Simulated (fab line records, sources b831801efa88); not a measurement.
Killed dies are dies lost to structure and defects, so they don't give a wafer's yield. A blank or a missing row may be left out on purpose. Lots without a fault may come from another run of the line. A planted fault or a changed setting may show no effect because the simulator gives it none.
Problem report in the 8D (eight disciplines) form, filled by code | flow gf180mcu | the parts of the form that need people (team, actions taken, sign-off) are left out

1. THE PROBLEM
chamber_o2_ppm at GF_SALICIDE_RTA_06 reads a mean of 302.007 on 6 wafers of 2 lots; wafers without a fault read 2.000 with a standard deviation of 0.023. That is +99 or more standard deviations from the usual mean.
The step: time 30 s.
First seen on wafer L175.1, day 19 16:34, on rtp_anneal-02. The record holds 42 wafers of 14 lots with a number at this step. Rule for "out", or "out of limits": more than 4 standard deviations from the usual mean. The other wafers with a number count as sound.

2. WHAT IT IS AND WHAT IT IS NOT
question                    | is                     | is not
which readings at this step | chamber_o2_ppm         | lamp_power_pct, wafer_temp_C_max
which lots                  | L175, L176             | L164, L165, L168, L169, L170, L171, L174, L182, L183, L184, L185, L186
which wafers of those lots  | all that have a number | -
read on which tools         | rtp_anneal-02          | rtp_anneal-01
when                        | from day 19 16:34      | up to then (21 sound wafers); but 15 sound wafers of L182, L183, L184, L185, L186 came after

3. SUSPECTS, AND WHAT RULES EACH OUT
Counting: a tool at a process step up to the reading stays a suspect if it ran every lot that is out and no sound lot after the first of them.
- rtp_anneal-02 at GF_SALICIDE_RTA_06 (time 30 s): ruled out as a lasting fault. Sound lots L183, L185 ran on it after its first lot that is out, L175 (day 19 16:34).
Left after counting: nothing in the record.

4. THE CAUSE (what the simulator had put in)
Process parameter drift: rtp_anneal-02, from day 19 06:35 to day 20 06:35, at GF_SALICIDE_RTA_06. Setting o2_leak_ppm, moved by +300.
Counting ruled it out, wrongly.

5. THE CHAIN OF EFFECTS, in route order
Each row: a reading whose mean over the struck wafers that have a number lies more than 3 standard deviations from the usual. Only readings for which the record gives a usual standard deviation are gone through. hours: the time from each lot's start at the first step in this table that gives one to its start at this step, as a median over the lots. sigmas: the change in usual standard deviations.
hours | step               | reading        | usual | on struck wafers | change   | sigmas
0     | GF_SALICIDE_RTA_06 | chamber_o2_ppm | 2.000 | 302.007          | +300.007 | +99 or more
The process steps in it:
- GF_SALICIDE_RTA_06: time 30 s.
Later measuring or inspecting steps at which every struck wafer that the step has a row for has a number for every such reading, and none has moved that far: GF_V2_OVL_MEAS_15.

6. WHAT WOULD HAVE CAUGHT IT SOONER
In this record the first reading out of limits was taken at day 19 16:34, 10 hours after the fault began at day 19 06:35.
